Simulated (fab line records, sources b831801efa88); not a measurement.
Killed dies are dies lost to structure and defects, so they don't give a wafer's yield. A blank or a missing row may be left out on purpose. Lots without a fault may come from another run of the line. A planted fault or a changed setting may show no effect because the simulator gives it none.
fab line records | flow sky130
record lots=11 wafers=33 last_day=50
route steps=708 shown PWDE@84 SONOS_ONO@172 POLY_CUT@317
lots that met no fault: from a run of the same line without faults
start_h: hours from the record's first day to the start of the lot's first wafer shown | wait_h: hours since the lot's step before | " the same as in the row above | L1.1+2: a row that stands for several wafers | - no value, or no start given | * or withheld: withheld | < > ~ a bound
route shown NAME@n: a module of which the file shows steps, and the number in the route of the first | usual: mean/standard deviation of fault-free wafers | same: alike in all rows | chamber/n: place in a boat | sites: the reading at each site | _std_site: their standard deviation | _edge_site: outer sites' mean less inner sites' | radius_mm: how far each site lies from the wafer's centre | mask NAME#n: copy n | behind: the tool/chamber that last shaped the wafer | hold: why the lot was held/for how many hours/how that ended | device: the transistor (n, p or np) that didn't switch | end of line: the same wafers' tests at the end of the route | a step without rows: its recipe alone | killed: dies lost to structure and defects at the first sort, not the wafer's yield | map: a wafer's dies, x killed, . not, _ none there
set.NAME: the setting as run; set.NAME@STEP: as run at that earlier step | model.NAME: the simulator's own value behind a step, which no gauge read
steps of the route over a sample of lots; a table a step, a row a wafer
services: from which hour (start_h, from the record's first day; less than 0 if before it) a tool's chamber was out of use, for how many hours, and why
## steps
# step SKY_NWELL_RS_MEAS_31
# recipe thk_meas_gauge=four-point-probe
# usual PWDE_RS=5279/22
# columns lot.wafer tool chamber start_h wait_h PWDE_RS[ohm/sq]
L787.1 film_metro-02 - 106.41 0.1 5322
L787.3 " - " " 5292
L787.6 " - " " 5284
L788.2 film_metro-01 - 115.20 0.1 5287
L788.4 " - " " 5284
L788.5 " - " " 5261
L789.1 film_metro-02 - 133.87 0.1 5286
L789.4 " - " " 5281
L789.6 " - " " 5276
L790.2 film_metro-01 - 145.94 0.1 5282
L790.4 " - " " 5263
L790.6 " - " " 5280
L793.3 film_metro-01 - 162.45 0.1 5252
L793.5 " - " " 5266
L793.6 " - " " 5261
L794.2 film_metro-02 - 163.04 0.1 5252
L794.3 " - " " 5280
L794.6 " - " " 5289
L795.2 film_metro-02 - 163.93 0.1 5287
L795.3 " - " " 5276
L795.6 " - " " 5280
L797.3 film_metro-03 - 169.16 0.1 5318
L797.4 " - " " 5322
L797.5 " - " " 5337
L807.4 film_metro-02 - 240.38 0.1 5243
L807.5 " - " " 5245
L807.6 " - " " 5242
L808.1 film_metro-01 - 244.56 0.1 5270
L808.2 " - " " 5285
L808.4 " - " " 5288
L809.4 film_metro-01 - 245.93 0.1 5294
L809.5 " - " " 5306
L809.6 " - " " 5315
# step SKY_SONOS_ONO_CVD_04
# recipe material=SiO2 precursor=SiH4/N2O target_thk_nm=5.7199 temp_c=900 pressure_mtorr=400
# usual pressure_mtorr=399.9/0.7 spike_tc_bottom_C=919/4.6 spike_tc_centre_C=900.9/1.1 spike_tc_lower_C=899.6/1.6 spike_tc_top_C=913/4.4 spike_tc_upper_C=899.6/1.6 susceptor_temp_C=900.0/0.4 zone_power_bottom_pct=24.9/1.3 zone_power_centre_pct=22.94/0.25 zone_power_lower_pct=20.4/1.3 zone_power_top_pct=28.9/0.55
# columns lot.wafer tool chamber start_h wait_h pressure_mtorr spike_tc_bottom_C spike_tc_centre_C spike_tc_lower_C spike_tc_top_C spike_tc_upper_C susceptor_temp_C zone_power_bottom_pct zone_power_centre_pct zone_power_lower_pct zone_power_top_pct
L787.1 lpcvd-03 0 262.23 0.1 400.3 922 901.3 900.4 916 898.4 899.9 25.7 22.75 21.7 28.7
L787.3 " 0 " " 400.9 923 900.9 899.4 916 899.6 900.1 26.1 23.03 20.9 28.8
L787.6 " 0 " " 400.2 921 902.8 900.9 917 898.4 900.7 26.0 22.76 21.3 28.5
L788.2 lpcvd-03 1 271.70 0.0 398.8 913 899.5 897.2 906 901.2 900.4 23.7 23.24 18.6 29.5
L788.4 " 1 " " 398.0 914 901.9 898.0 906 903.9 900.6 23.1 23.03 18.7 29.6
L788.5 " 1 " " 399.9 913 901.0 898.6 908 901.1 900.1 23.5 22.91 18.6 29.3
L789.1 lpcvd-03 0 296.59 0.1 399.3 920 901.4 903.3 916 900.1 899.6 26.0 23.15 21.2 28.5
L789.4 " 0 " " 399.3 922 900.5 902.2 918 899.7 899.8 25.8 23.00 21.4 28.4
L789.6 " 0 " " 399.3 922 898.5 900.1 916 898.3 900.0 26.1 23.36 21.6 28.6
L790.2 lpcvd-03 0 312.77 0.0 399.9 922 900.3 902.0 916 899.4 900.2 25.9 23.14 21.3 28.4
L790.4 " 0 " " 399.7 923 901.3 901.0 919 898.6 899.8 25.9 23.10 21.5 28.4
L790.6 " 0 " " 400.2 922 902.2 900.8 918 898.0 900.2 25.7 23.11 21.2 28.8
L793.3 lpcvd-03 0 336.34 0.0 400.3 972 950.3 952.4 966 947.6 949.4 28.7 25.81 24.2 31.3
L793.5 " 0 " " 400.1 972 949.6 950.1 966 949.4 949.5 29.4 26.17 24.2 30.7
L793.6 " 0 " " 400.6 973 951.4 950.8 965 949.6 949.8 29.2 26.25 24.2 31.6
L794.2 lpcvd-03 0 336.34 0.0 400.3 973 950.5 950.0 965 947.4 949.9 29.2 25.85 23.8 31.2
L794.3 " 0 " " 400.4 973 950.5 950.0 965 949.0 950.4 29.5 25.90 24.7 31.3
L794.6 " 0 " " 400.7 971 949.9 950.5 965 947.9 949.8 29.6 26.11 24.8 32.0
L795.2 lpcvd-03 0 338.74 0.0 399.7 973 950.8 949.6 964 950.0 950.3 29.4 26.26 24.3 31.2
L795.3 " 0 " " 401.3 973 953.3 950.7 966 947.8 949.8 28.9 25.74 24.4 31.6
L795.6 " 0 " " 400.8 973 949.0 949.4 966 949.0 949.9 29.1 25.95 24.4 30.8
L797.3 lpcvd-03 1 344.14 0.0 401.0 915 900.3 897.7 907 901.5 899.9 23.2 22.68 18.9 29.5
L797.4 " 1 " " 399.2 915 903.1 897.8 910 900.0 899.5 23.2 22.93 18.8 29.5
L797.5 " 1 " " 399.7 913 901.4 899.9 908 902.0 899.8 23.2 22.70 18.5 29.2
L807.4 lpcvd-03 0 435.81 0.0 399.5 922 900.2 898.5 916 899.7 900.0 26.0 23.07 21.4 28.7
L807.5 " 0 " " 399.8 922 901.2 902.0 917 898.8 899.9 26.7 22.65 21.4 29.1
L807.6 " 0 " " 400.8 923 900.8 899.4 916 897.9 899.8 26.2 23.17 21.2 28.1
L808.1 lpcvd-03 0 440.78 0.1 400.2 923 901.5 900.8 916 899.2 899.6 26.0 22.88 21.3 29.0
L808.2 " 0 " " 400.1 923 900.6 900.7 915 898.8 899.1 25.8 23.10 21.4 28.5
L808.4 " 0 " " 400.4 923 902.4 899.3 917 899.2 899.7 26.0 22.99 21.2 28.8
L809.4 lpcvd-03 0 442.03 0.1 399.3 922 900.1 899.4 917 898.3 900.1 25.7 23.17 21.4 28.8
L809.5 " 0 " " 399.9 923 900.0 900.5 917 898.5 900.1 25.6 22.98 21.1 28.6
L809.6 " 0 " " 399.1 922 899.3 898.6 916 898.1 900.0 25.9 23.04 21.4 28.6
# step SKY_SONOS_ONO_THK_MEAS_05
# recipe reads=SiO2_of_SONOS_ONO_CVD_04
# usual SONOS_ONO_CVD_04_THK=5.78/0.089
# columns lot.wafer tool chamber start_h wait_h SONOS_ONO_CVD_04_THK[nm]
L787.1 film_metro-04 - 263.48 0.0 5.71
L787.3 " - " " 5.70
L787.6 " - " " 5.85
L788.2 film_metro-04 - 272.96 0.0 5.79
L788.4 " - " " 5.81
L788.5 " - " " 5.88
L789.1 film_metro-02 - 297.84 0.0 5.67
L789.4 " - " " 5.61
L789.6 " - " " 5.79
L790.2 film_metro-01 - 314.03 0.0 5.79
L790.4 " - " " 5.72
L790.6 " - " " 5.71
L794.2 film_metro-01 - 338.22 0.0 9.25
L794.3 " - " " 9.27
L794.6 " - " " 9.17
L793.3 film_metro-02 - 338.23 0.0 9.32
L793.5 " - " " 9.25
L793.6 " - " " 9.34
L795.2 film_metro-04 - 340.63 0.0 9.13
L795.3 " - " " 9.17
L795.6 " - " " 9.17
L797.3 film_metro-01 - 345.41 0.0 5.77
L797.4 " - " " 5.79
L797.5 " - " " 5.75
L807.4 film_metro-02 - 437.09 0.0 5.89
L807.5 " - " " 5.76
L807.6 " - " " 5.76
L808.1 film_metro-04 - 442.03 0.0 5.65
L808.2 " - " " 5.76
L808.4 " - " " 5.68
L809.4 film_metro-02 - 443.31 0.0 5.74
L809.5 " - " " 5.81
L809.6 " - " " 5.76
# step SKY_SONOS_ONO_STRIP_17
# recipe chemistry=O2/N2 power_w=1400 pressure_mtorr=1500 platen_temp_c=withheld o2_flow_sccm=3000 n2_flow_sccm=300 overash_fraction=0.5
# usual drypump_motor_current_A=5.61/0.23 oes_product_au=0.710/0.0043 strip_time_to_endpoint_s=14.10/0.042
# columns lot.wafer tool chamber start_h wait_h drypump_motor_current_A oes_product_au rf_hours_counter_h strip_time_to_endpoint_s
L787.1 plasma_asher-02 1 288.89 0.0 5.76 0.719 58 14.18
L787.3 " 1 " " 5.75 0.713 - 14.19
L787.6 " 1 " " 5.75 0.707 - 14.18
L788.2 plasma_asher-04 1 299.15 0.0 5.27 0.709 17 14.11
L788.4 " 1 " " 5.28 0.710 - 14.11
L788.5 " 1 " " 5.29 0.711 - 14.08
L789.1 plasma_asher-04 0 324.04 0.0 5.71 0.711 20 14.11
L789.4 " 1 " " 5.30 0.704 - 14.12
L789.6 " 0 " " 5.69 0.706 - 14.07
L790.2 plasma_asher-02 0 340.39 0.0 5.91 0.715 63 14.16
L790.4 " 1 " " 5.72 0.706 - 14.15
L790.6 " 1 " " 5.71 0.705 - 14.19
L793.3 plasma_asher-04 1 366.33 0.0 5.31 0.711 - 14.11
L793.5 " 0 " " 5.69 0.714 - 14.10
L793.6 " 1 " " 5.27 0.714 - 14.09
L794.2 plasma_asher-03 1 366.41 0.0 5.82 0.711 68 13.99
L794.3 " 1 " " 5.84 0.709 - 14.03
L794.6 " 0 " " 5.46 0.715 - 14.03
L795.2 plasma_asher-03 1 368.55 0.0 5.80 0.701 68 14.01
L795.3 " 1 " " 5.82 0.712 - 14.04
L795.6 " 1 " " 5.84 0.710 - 14.06
L797.3 plasma_asher-02 0 374.27 0.0 5.87 0.707 - 14.06
L797.4 " 1 " " 5.74 0.707 - 14.04
L797.5 " 0 " " 5.90 0.712 - 14.10
L807.4 plasma_asher-04 1 467.47 0.0 5.30 0.704 - 14.13
L807.5 " 1 " " 5.29 0.710 - 14.15
L807.6 " 0 " " 5.71 0.702 - 14.14
L808.1 plasma_asher-03 0 472.43 0.0 5.37 0.711 4 14.07
L808.2 " 1 " " 5.84 0.714 4 13.99
L808.4 " 0 " " 5.39 0.714 - 14.06
L809.4 plasma_asher-02 1 474.17 0.0 5.74 0.708 - 14.11
L809.5 " 1 " " 5.72 0.711 - 14.10
L809.6 " 0 " " 5.92 0.710 - 14.09
# step SKY_POLY_CUT_ETCH_10
# recipe chemistry=N2/H2 target=BARC ion_energy_ev=200 source_w=500 bias_w=100 pressure_mtorr=30 n2_flow_sccm=100 h2_flow_sccm=200 stop_on=SiO2 time_s=45.9 target_depth_a=600
# usual drypump_motor_current_A=5.7/0.59 oes_product_au=0.855/0.0047 throttle_valve_pct=13.224/0.0092
# columns lot.wafer tool chamber start_h wait_h drypump_motor_current_A oes_product_au rf_hours_counter_h throttle_valve_pct
L787.1 rie_diel-04 0 573.98 0.0 5.0 0.857 47 13.241
L787.3 " 1 " " 6.3 0.858 50 13.227
L787.6 " 1 " " 6.3 0.856 - 13.225
L788.2 rie_diel-01 0 579.49 0.0 5.0 0.860 7 13.221
L788.4 " 2 " " 5.6 0.864 - 13.218
L788.5 " 0 " " 5.0 0.854 - 13.241
L789.1 rie_diel-01 1 602.74 0.0 5.6 0.856 0 13.236
L789.4 " 3 " " 6.0 0.854 2 13.231
L789.6 " 1 " " 5.6 0.851 - 13.246
L790.2 rie_diel-04 0 628.53 0.0 5.0 0.853 48 13.207
L790.4 " 3 " " 5.2 0.860 10 13.203
L790.6 " 0 " " 5.0 0.860 - 13.243
L793.3 rie_diel-01 3 653.43 0.0 6.0 0.848 3 13.216
L793.5 " 3 " " 6.0 0.856 - 13.213
L793.6 " 2 " " 5.6 0.854 - 13.213
L794.2 rie_diel-04 3 653.74 0.0 5.2 0.850 11 13.226
L794.3 " 0 " " 5.0 0.853 49 13.207
L794.6 " 2 " " 5.0 0.849 - 13.225
L795.2 rie_diel-04 0 657.73 0.0 5.0 0.855 49 13.228
L795.3 " 3 " " 5.2 0.857 12 13.223
L795.6 " 1 " " 6.3 0.859 - 13.229
L797.3 rie_diel-02 3 662.34 0.0 6.8 0.861 8 13.211
L797.4 " 1 " " 5.5 0.863 4 13.212
L797.5 " 3 " " 6.8 0.871 - 13.235
L807.4 rie_diel-02 1 744.54 0.0 5.6 0.854 5 13.223
L807.5 " 1 " " 5.6 0.854 - 13.211
L807.6 " 0 " " 6.3 0.857 - 13.227
L808.1 rie_diel-01 2 747.54 0.0 5.6 0.851 3 13.228
L808.2 " 0 " " 5.0 0.855 10 13.212
L808.4 " 3 " " 6.0 0.854 5 13.216
L809.4 rie_diel-02 3 748.44 0.0 6.8 0.851 10 13.222
L809.5 " 1 " " 5.6 0.867 - 13.227
L809.6 " 2 " " 5.5 0.868 - 13.215
## services
# columns tool chamber start_h hours kind
lpcvd-03 - 248.24 2.7 repair
plasma_asher-04 - 260.87 4.3 pm
rie_diel-01 1 261.48 17.9 repair
rie_diel-04 0 296.46 4.7 repair
rie_diel-01 0 297.87 5.3 repair
rie_diel-01 3 312.67 14.2 repair
plasma_asher-04 - 326.17 12.9 pm
rie_diel-04 - 329.77 0.3 repair
rie_diel-04 2 369.39 3.5 repair
plasma_asher-02 - 396.30 31.3 pm
plasma_asher-04 - 427.30 2.5 repair
rie_diel-04 1 431.75 2.6 repair
lpcvd-03 - 452.16 6.0 pm
plasma_asher-02 - 460.99 2.3 repair
rie_diel-04 1 478.60 14.3 repair
lpcvd-03 - 519.98 2.8 pm
lpcvd-03 - 530.98 0.3 repair
rie_diel-04 - 559.06 2.8 pm
lpcvd-03 - 606.23 6.1 pm
plasma_asher-02 - 617.32 0.7 repair
rie_diel-01 3 642.77 3.9 repair
rie_diel-01 1 644.95 22.2 repair
rie_diel-04 2 645.78 6.6 repair
plasma_asher-04 - 683.79 3.6 repair
## key
first_sign step=SKY_SONOS_ONO_CVD_04 reading=susceptor_temp_C direction=up sigmas=99+ usual=* struck=*
effect step=SKY_SONOS_ONO_CVD_04 reading=spike_tc_centre_C direction=up sigmas=46 usual=900.9 struck=950.6
effect step=SKY_SONOS_ONO_THK_MEAS_05 reading=SONOS_ONO_CVD_04_THK direction=up sigmas=39 usual=5.78 struck=9.23
met_at SKY_SONOS_ONO_CVD_04
struck_lots L793,L794,L795
struck_wafers L793.3,L793.5,L793.6,L794.2,L794.3,L794.6,L795.2,L795.3,L795.6
rows_end L795.6
tester_left_out L793,L794,L795
not_acting_at SKY_NWELL_RS_MEAS_31,SKY_SONOS_ONO_STRIP_17,SKY_POLY_CUT_ETCH_10
onset_between 312.77 336.34
fault kind=process_parameter_drift tool=lpcvd-03 chamber=0 onset_h=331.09 steps=SKY_SONOS_ONO_CVD_04 channel=temp_c offset=* shape=step end_h=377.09 stated=*
# tester_left_out: of these lots the tester's yield and bins aren't shown, on N5 and GAA mostly nor the transistor test; their killed dies are dies lost to structure and defects alone, not to doping, threshold or leakage, so they don't give the yield
# rows_end: these wafers met a further fault down the route, and their rows from its step on are left out
